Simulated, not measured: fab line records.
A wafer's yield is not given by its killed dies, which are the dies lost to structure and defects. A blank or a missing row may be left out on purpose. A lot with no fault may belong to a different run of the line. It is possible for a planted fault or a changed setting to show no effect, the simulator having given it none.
Matching of chambers -- flow gf180mcu -- GF_V1_CMP_26 on cmp-01: 4 sister chambers
The step polishes, stops on SiO2, t overpolish 15 s, target thk 0 nm. 22 wafers are shown with their chamber, then 11 later ones without.

== EACH WAFER AND ITS CHAMBER ==
wafer,chamber,motor_current_A (A),time_to_endpoint_s (s),slurry_flow_ml_min
L074.2,3,12.8,89,149.2
L074.4,2,11.4,95,150.3
L074.6,2,11.6,95,150.0
L076.1,1,11.2,92,149.7
L076.3,2,11.8,93,149.9
L076.6,0,10.7,99,149.7
L077.1,1,10.2,91,149.2
L077.3,0,10.7,94,150.1
L077.4,3,12.5,93,150.5
L078.1,1,11.3,89,149.7
L078.5,0,11.4,94,150.6
L078.6,1,11.5,87,150.4
L079.4,2,11.3,93,150.2
L079.5,1,10.7,89,150.5
L079.6,0,11.4,93,150.2
L081.1,0,10.7,92,150.2
L081.4,2,11.3,90,149.7
L081.6,0,10.7,89,150.6
L086.4,3,12.3,86,149.5
L086.5,2,11.4,86,149.8
L086.6,3,12.0,84,149.7
L087.2,1,11.2,85,149.6

SIGNATURES (averages over the wafers above)
reading,chamber 0,chamber 1,chamber 2,chamber 3,scatter within a chamber
motor_current_A,10.933,11.017,11.467,12.400,0.36
time_to_endpoint_s,93.50,88.83,92.00,88.00,3.27
slurry_flow_ml_min,150.233,149.850,149.983,149.725,0.41
Rule: a wafer lies at a distance from a chamber equal to the root of the sum of squares, over the readings, of (its reading less the chamber's mean, divided by the reading's scatter). If the next closest chamber is less than 2 further off than the closest, the wafer can't be placed; otherwise it belongs to the closest. The scatter: the root of (the sum of the squares of (reading less its chamber's mean) over the shown wafers, divided by (wafers less chambers)).

== WAFERS WITH NO CHAMBER GIVEN ==
wafer,motor_current_A (A),time_to_endpoint_s (s),slurry_flow_ml_min
L087.5,11.1,95,150.7
L087.6,11.0,90,150.1
L088.3,12.5,86,149.9
L088.5,11.2,91,150.1
L088.6,11.2,85,149.9
L089.1,10.4,92,150.6
L089.2,11.3,90,150.1
L089.3,11.1,85,150.0
L097.3,11.4,92,150.0
L097.5,12.5,91,150.5
L097.6,11.7,90,149.5

== WHICH CHAMBER EACH WENT THROUGH ==
wafer,from the rows above,in truth
L087.5,can't be placed: 0 or 2 or 1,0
L087.6,can't be placed: 1 or 0 or 2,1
L088.3,3,3
L088.5,can't be placed: 2 or 1 or 0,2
L088.6,can't be placed: 1 or 2 or 0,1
L089.1,can't be placed: 0 or 1 or 2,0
L089.2,can't be placed: 2 or 1 or 0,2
L089.3,can't be placed: 1 or 2 or 0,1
L097.3,can't be placed: 2 or 1 or 0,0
L097.5,can't be placed: 3 or 2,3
L097.6,can't be placed: 2 or 3 or 1 or 0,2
Correct placement for 1 of the 11. From these rows, 10 cannot be placed; in 10 the true chamber is one of the candidates. Placed wrongly: 0.
